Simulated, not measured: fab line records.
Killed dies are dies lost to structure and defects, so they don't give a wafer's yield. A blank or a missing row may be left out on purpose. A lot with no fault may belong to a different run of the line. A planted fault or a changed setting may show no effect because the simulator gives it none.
fab line records	flow gf180mcu
record lots=14	wafers=42	lastDay=34
route steps=602 shown V5@566 TOP_METAL@568 PASSIVATION@589
lots untouched by any fault: they come from a run of this same line in which no faults occurred
startH: hours from the record's first day to the start of the lot's first wafer shown	waitH: hours elapsed since this lot's preceding step	" unchanged from the row above	L1.1+2: a single row standing in for several wafers	- value missing, or start not given	* or withheld: withheld	< > ~ a bound
route shown NAME@n: NAME is a module with steps in the file, n the number in the route of the first one	usual: average and standard deviation across the fault-free wafers	same: alike in all rows	chamber/n: place in a boat	sites: per-site readings	_std_site: the standard deviation of these	_edge_site: mean of outer sites minus mean of inner sites	radiusMm: for every site, how far away it sits from the centre of the wafer	mask NAME#n: copy n	behind: tool/chamber where the wafer was last shaped	hold: why the lot was held/for how many hours/how that ended	device: the n, p or np transistor that did not switch	end of line: the route-end tests of the same wafers	where a step has no rows: the recipe by itself	killed: at the first sort, the dies lost to defects and structure; wafer yield is something else	map: shows each die of a wafer: x if killed, . if not, _ if none is there
set.NAME: the setting as run; set.NAME@STEP: as run at that earlier step	model.NAME: the simulator's own value behind a step, which no gauge read
route steps across a sampled set of lots; one table per step, one row per wafer
services: when a tool's chamber went out of use (startH, in hours from the record's first day, below 0 if earlier), for how many hours, and the reason
## steps
# step GF_V5_CMP_26
# recipe stopOn=SiO2	downForcePsi=3.5	platenRpm=60	tOverpolishS=15	targetThkNm=0	padVelocityMS=0.94248
# usual headPressurePsi=3.500/0.0078	motorCurrentA=10.9/0.91	overpolishRunS=15.000/0.009	timeToEndpointS=85.5/2.9
# same tOverpolishS=15
lot.wafer	tool	chamber	startH	waitH	headPressurePsi	motorCurrentA	overpolishRunS	timeToEndpointS
L758.3	cmp-02	0	633.91	0.1	3.514	10.1	15.004	84.8
L758.6	"	2	"	"	3.498	11.3	15.008	82.2
L758.5	"	3	"	"	3.484	11.5	14.988	90.8
L760.2	cmp-01	2	650.29	0.1	3.504	10.7	15.005	81.2
L760.4	"	3	"	"	3.510	11.6	15.009	85.0
L760.5	"	0	"	"	3.503	12.6	15.020	89.2
L762.2	cmp-02	3	668.77	0.0	3.501	11.3	14.997	87.9
L762.3	"	1	"	"	3.499	9.6	14.991	87.4
L762.4	"	2	"	"	3.481	10.9	15.007	87.9
L765.2	cmp-01	3	693.66	0.0	3.492	11.6	14.998	83.3
L765.4	"	1	"	"	3.501	11.3	15.000	82.8
L765.1	"	2	"	"	3.512	11.3	15.010	80.4
L766.2	cmp-02	1	694.60	0.0	3.497	9.6	14.984	87.9
L766.3	"	3	"	"	3.503	11.1	15.006	85.3
L766.1	"	0	"	"	3.498	9.5	15.015	87.8
L768.3	cmp-01	3	704.75	0.0	3.492	11.2	15.017	85.0
L768.2	"	0	"	"	3.485	11.9	14.996	87.2
L768.1	"	2	"	"	3.504	11.1	15.001	84.0
L769.1	cmp-01	0	721.30	0.1	3.509	12.3	14.993	83.6
L769.3	"	1	"	"	3.498	11.6	14.999	84.8
L769.4	"	2	"	"	3.502	11.5	14.997	81.0
L770.4	cmp-02	0	723.90	0.2	3.507	9.7	14.998	86.7
L770.6	"	1	"	"	3.494	9.5	14.980	84.7
L770.5	"	2	"	"	3.497	10.7	15.002	87.4
L771.1	cmp-02	1	732.55	0.1	3.508	9.3	14.994	89.2
L771.5	"	3	"	"	3.486	11.6	14.998	86.2
L771.6	"	0	"	"	3.488	10.0	14.998	86.8
L772.1	cmp-02	0	734.80	0.1	3.497	9.9	14.999	85.0
L772.3	"	2	"	"	3.500	10.8	15.011	87.7
L772.2	"	3	"	"	3.503	11.2	14.997	86.5
L777.3	cmp-01	2	765.04	0.1	3.488	11.2	14.999	82.0
L777.5	"	1	"	"	3.513	11.5	15.016	84.2
L777.6	"	2	"	"	3.491	11.0	15.001	80.0
L778.1	cmp-01	2	770.10	0.1	3.495	11.3	15.013	83.1
L778.2	"	3	"	"	3.496	11.7	15.010	86.2
L778.5	"	3	"	"	3.499	10.9	15.008	82.8
L780.2	cmp-01	3	789.30	0.1	3.490	12.0	14.999	85.0
L780.1	"	1	"	"	3.509	11.4	14.991	81.4
L780.5	"	2	"	"	3.484	10.9	14.999	81.5
L781.2	cmp-01	3	790.46	0.0	3.502	11.6	14.998	84.5
L781.1	"	0	"	"	3.495	12.3	15.003	86.5
L781.4	"	2	"	"	3.495	11.0	14.999	82.2
# step GF_TOP_METAL_SPUTTER_01
# recipe material=TiN	targetThkNm=30	powerW=6500	timeS=25	chamberPressurePa=0.4
# usual throttleValvePct=30.2/1.2
lot.wafer	tool	chamber	startH	waitH	throttleValvePct
L758.3	pvdSputter-03	-	634.21	0.1	29.7
L758.5	"	-	"	"	29.5
L758.6	"	-	"	"	31.1
L760.2	pvdSputter-02	-	650.59	0.1	32.2
L760.4	"	-	"	"	29.6
L760.5	"	-	"	"	29.4
L762.2	pvdSputter-04	-	669.17	0.1	27.4
L762.3	"	-	"	"	29.5
L762.4	"	-	"	"	32.0
L765.1	pvdSputter-02	-	694.06	0.1	32.4
L765.2	"	-	"	"	29.6
L765.4	"	-	"	"	29.7
L766.1	pvdSputter-03	-	695.00	0.1	29.8
L766.2	"	-	"	"	30.2
L766.3	"	-	"	"	31.0
L768.1	pvdSputter-02	-	705.15	0.1	29.0
L768.2	"	-	"	"	29.8
L768.3	"	-	"	"	32.3
L769.1	pvdSputter-03	-	721.65	0.1	29.6
L769.3	"	-	"	"	30.8
L769.4	"	-	"	"	29.3
L770.4	pvdSputter-02	-	724.15	0.1	32.5
L770.5	"	-	"	"	32.3
L770.6	"	-	"	"	30.0
L771.1	pvdSputter-04	-	732.85	0.1	32.6
L771.5	"	-	"	"	27.5
L771.6	"	-	"	"	32.3
L772.1	pvdSputter-04	-	735.20	0.1	28.0
L772.2	"	-	"	"	29.7
L772.3	"	-	"	"	32.2
L777.3	pvdSputter-03	-	765.39	0.1	29.7
L777.5	"	-	"	"	30.9
L777.6	"	-	"	"	30.0
L778.1	pvdSputter-03	-	770.50	0.1	30.7
L778.2	"	-	"	"	29.5
L778.5	"	-	"	"	29.9
L780.1	pvdSputter-04	-	789.65	0.1	32.1
L780.2	"	-	"	"	29.6
L780.5	"	-	"	"	27.9
L781.1	pvdSputter-02	-	790.86	0.1	30.0
L781.2	"	-	"	"	29.4
L781.4	"	-	"	"	29.8
# step GF_TOP_METAL_CD_MEAS_14
# recipe targetCdNm=440
# usual cdNm=440.4/2.3
lot.wafer	tool	chamber	startH	waitH	cdNm
L758.3	cdSem-01	-	654.52	0.1	445.3
L758.5	"	-	"	"	444.8
L758.6	"	-	"	"	442.5
L760.2	cdSem-02	-	670.10	0.1	438.7
L760.4	"	-	"	"	439.7
L760.5	"	-	"	"	438.9
L762.2	cdSem-02	-	688.04	0.1	440.7
L762.3	"	-	"	"	441.2
L762.4	"	-	"	"	442.7
L765.1	cdSem-01	-	712.57	0.1	442.0
L765.2	"	-	"	"	440.3
L765.4	"	-	"	"	441.2
L766.1	cdSem-01	-	713.78	0.1	440.6
L766.2	"	-	"	"	441.3
L766.3	"	-	"	"	441.5
L768.1	cdSem-01	-	722.98	0.1	443.4
L768.2	"	-	"	"	441.4
L768.3	"	-	"	"	441.5
L769.1	cdSem-01	-	739.81	0.1	440.6
L769.3	"	-	"	"	441.8
L769.4	"	-	"	"	441.4
L770.4	cdSem-02	-	741.58	0.1	443.6
L770.5	"	-	"	"	441.1
L770.6	"	-	"	"	440.8
L771.1	cdSem-02	-	750.41	0.1	439.3
L771.5	"	-	"	"	441.3
L771.6	"	-	"	"	441.3
L772.1	cdSem-02	-	751.68	0.1	437.8
L772.2	"	-	"	"	437.9
L772.3	"	-	"	"	439.5
L777.3	cdSem-02	-	780.65	0.1	437.6
L777.5	"	-	"	"	440.4
L777.6	"	-	"	"	436.6
L778.1	cdSem-02	-	785.86	0.1	442.5
L778.2	"	-	"	"	441.6
L778.5	"	-	"	"	441.8
L780.1	cdSem-01	-	805.17	0.1	441.5
L780.2	"	-	"	"	442.0
L780.5	"	-	"	"	442.0
L781.1	cdSem-01	-	805.84	0.2	437.8
L781.2	"	-	"	"	437.1
L781.4	"	-	"	"	437.1
# step GF_PASSIVATION_CVD_02
# recipe material=Si3N4	targetThkNm=700	timeS=486.18	tempC=400	rfW=450
# usual heaterPowerOuterW=412/50	heaterPowerW=699/77
lot.wafer	tool	chamber	startH	waitH	heaterPowerOuterW	heaterPowerW	sinceWetCleanH
L758.3	pecvd-04	1	655.52	0.0	392	676	481
L758.5	"	2	"	"	391	699	-
L758.6	"	1	"	"	431	693	-
L760.2	pecvd-04	0	671.08	0.0	430	723	497
L760.4	"	1	"	"	411	688	-
L760.5	"	0	"	"	321	576	-
L762.2	pecvd-04	0	689.02	0.0	342	609	514
L762.3	"	2	"	"	451	775	514
L762.4	"	2	"	"	489	833	-
L765.1	pecvd-04	2	713.57	0.1	474	809	539
L765.2	"	0	"	"	372	635	539
L765.4	"	1	"	"	412	702	-
L766.1	pecvd-02	1	714.82	0.1	402	737	330
L766.2	"	0	"	"	435	666	330
L766.3	"	2	"	"	404	664	330
L768.1	pecvd-02	1	724.09	0.1	437	784	339
L768.2	"	0	"	"	466	705	339
L768.3	"	2	"	"	395	642	339
L769.1	pecvd-02	0	741.14	0.1	436	662	356
L769.3	"	2	"	"	335	557	356
L769.4	"	2	"	"	361	604	-
L770.4	pecvd-04	1	742.70	0.2	470	760	-
L770.5	"	0	"	"	403	693	-
L770.6	"	2	"	"	509	865	-
L771.1	pecvd-03	1	751.41	0.1	367	653	146
L771.5	"	1	"	"	441	717	-
L771.6	"	2	"	"	389	696	-
L772.1	pecvd-03	1	752.71	0.1	383	664	148
L772.2	"	2	"	"	410	703	148
L772.3	"	2	"	"	310	602	-
L777.3	pecvd-04	1	781.85	0.2	-	-	-
L777.5	"	0	"	"	-	-	-
L777.6	"	1	"	"	-	-	-
L778.1	pecvd-04	0	786.90	0.1	-	-	-
L778.2	"	1	"	"	-	-	-
L778.5	"	1	"	"	-	-	-
L780.1	pecvd-04	2	806.18	0.1	484	850	632
L780.2	"	1	"	"	396	667	632
L780.5	"	1	"	"	431	704	-
L781.1	pecvd-02	1	806.84	0.1	412	709	422
L781.2	"	2	"	"	335	576	422
L781.4	"	2	"	"	368	616	-
# step GF_PASSIVATION_ETCH_11
# recipe chemistry=CF4/O2	targetDepthNm=1800	stopOn=TiN	sourceW=800	biasW=150	pressureMtorr=150	cf4FlowSccm=80	O2_flow_sccm=10	timeS=400
# usual biasW=150.1/0.45	drypumpMotorCurrentA=5.8/0.41	oesProductAu=0.964/0.0072	throttleValvePct=5.960/0.0098
lot.wafer	tool	chamber	startH	waitH	biasW	drypumpMotorCurrentA	oesProductAu	rfHoursCounterH	throttleValvePct
L758.3	rieDiel-04	2	675.62	-	150.1	5.9	0.959	1	5.935
L758.5	"	2	"	"	149.7	5.9	0.955	-	5.950
L758.6	"	3	"	"	149.2	6.0	0.971	-	5.953
L760.2	rieDiel-04	3	690.12	-	150.1	6.0	0.958	3	5.966
L760.4	"	0	"	"	151.0	6.0	0.965	15	5.969
L760.5	"	3	"	"	149.7	6.0	0.970	-	5.954
L762.2	rieDiel-04	0	707.97	-	149.1	6.0	0.963	16	5.944
L762.3	"	3	"	"	150.6	6.0	0.967	4	5.943
L762.4	"	2	"	"	149.9	5.9	0.967	2	5.964
L765.1	rieDiel-04	0	731.98	-	150.3	6.0	0.963	17	5.974
L765.2	"	1	"	"	150.3	5.5	0.957	4	5.953
L765.4	"	2	"	"	149.3	5.9	0.986	3	5.961
L766.1	rieDiel-01	0	732.67	-	150.2	5.5	0.963	5	5.962
L766.2	"	2	"	"	149.8	6.6	0.961	18	5.976
L766.3	"	3	"	"	149.7	5.9	0.982	15	5.952
L768.1	rieDiel-04	0	741.87	-	150.4	6.0	0.958	18	5.959
L768.2	"	3	"	"	150.5	6.0	0.959	6	5.950
L768.3	"	1	"	"	150.0	5.6	0.962	5	5.968
L769.1	rieDiel-01	2	758.07	-	150.5	6.6	0.961	19	5.966
L769.3	"	3	"	"	150.5	5.9	0.964	16	5.957
L769.4	"	2	"	"	149.5	6.6	0.971	-	5.947
L770.4	rieDiel-04	2	759.12	-	150.4	5.9	0.974	4	5.943
L770.5	"	1	"	"	150.5	5.5	0.974	-	5.984
L770.6	"	2	"	"	149.7	5.9	0.987	-	5.964
L771.1	rieDiel-04	0	767.57	-	150.1	6.1	0.959	19	5.957
L771.5	"	1	"	"	149.8	5.5	0.966	-	5.972
L771.6	"	0	"	"	149.7	6.0	0.960	-	5.954
L772.1	rieDiel-03	3	769.57	-	150.0	5.3	0.959	22	5.960
L772.2	"	0	"	"	150.7	5.3	0.964	10	5.957
L772.3	"	1	"	"	149.6	6.1	0.966	9	5.959
L777.3	rieDiel-01	1	797.53	-	149.9	4.8	0.990	16	5.955
L777.5	"	0	"	"	150.3	5.4	0.997	-	5.960
L777.6	"	3	"	"	149.8	5.9	0.983	-	5.955
L778.1	rieDiel-01	3	802.08	-	149.8	5.9	0.991	19	5.974
L778.2	"	2	"	"	150.3	6.6	0.986	22	5.975
L778.5	"	2	"	"	150.4	6.6	0.989	-	5.975
L780.1	rieDiel-04	3	820.22	-	150.0	6.0	0.968	9	5.960
L780.2	"	1	"	"	149.8	5.5	0.971	9	5.972
L780.5	"	0	"	"	151.1	6.0	0.972	-	5.966
L781.1	rieDiel-04	3	821.57	-	150.2	6.0	0.961	10	5.957
L781.2	"	0	"	"	150.5	6.0	0.955	22	5.977
L781.4	"	1	"	"	149.7	5.5	0.964	9	5.962
## services
tool	chamber	startH	hours	kind
pecvd-03	0	613.09	153.3	repair
cmp-02	-	619.13	0.9	repair
cmp-01	-	638.35	1.1	repair
pecvd-04	2	638.46	3.5	repair
pvdSputter-02	-	645.00	2.9	repair
pecvd-02	-	647.78	20.6	repair
pecvd-02	-	652.58	0.3	repair
pvdSputter-04	-	655.33	0.7	repair
pvdSputter-04	-	689.03	2.5	repair
pvdSputter-03	-	692.91	1.6	repair
rieDiel-04	2	695.71	7.7	repair
pvdSputter-03	-	704.53	3.1	repair
rieDiel-04	2	736.90	9.3	repair
pecvd-02	-	742.06	1.2	repair
cmp-01	-	744.00	4.0	pm
pvdSputter-04	-	745.72	7.1	repair
rieDiel-01	0	757.38	2.6	repair
cmp-01	-	766.88	1.3	repair
cmp-01	-	767.22	0.2	repair
pecvd-04	2	776.40	19.7	repair
pvdSputter-03	-	804.54	2.6	repair
cmp-02	-	810.79	0.7	repair
cmp-02	-	815.23	1.6	repair
pvdSputter-02	-	819.57	1.6	repair
## key
firstSign step=GF_PASSIVATION_CVD_02	reading=toolRecord	direction=missing
effect step=GF_PASSIVATION_ETCH_11	reading=oesProductAu	direction=up	sigmas=3.5	usual=0.964	struck=0.989
metAt GF_PASSIVATION_CVD_02
struckLots L777,L778
laterRowsLeftOut L777.3,L777.5,L777.6,L778.1,L778.2,L778.5
sortLeftOut L777.3,L777.5,L777.6,L778.1,L778.2,L778.5
notActingAt GF_V5_CMP_26,GF_TOP_METAL_SPUTTER_01,GF_TOP_METAL_CD_MEAS_14
onsetBetween 742.70 781.85
fault kind=skippedStepWhole	tool=pecvd-04	chamber=-	onsetH=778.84	steps=GF_PASSIVATION_CVD_02	scope=struckLotsOnly
# sortLeftOut: the simulated sort isn't trusted on such a fault, so these wafers' sort isn't shown, and their yield isn't known
# laterRowsLeftOut: the simulator's readings of these wafers behind a module that went badly wrong aren't trusted and aren't shown, but for the sort
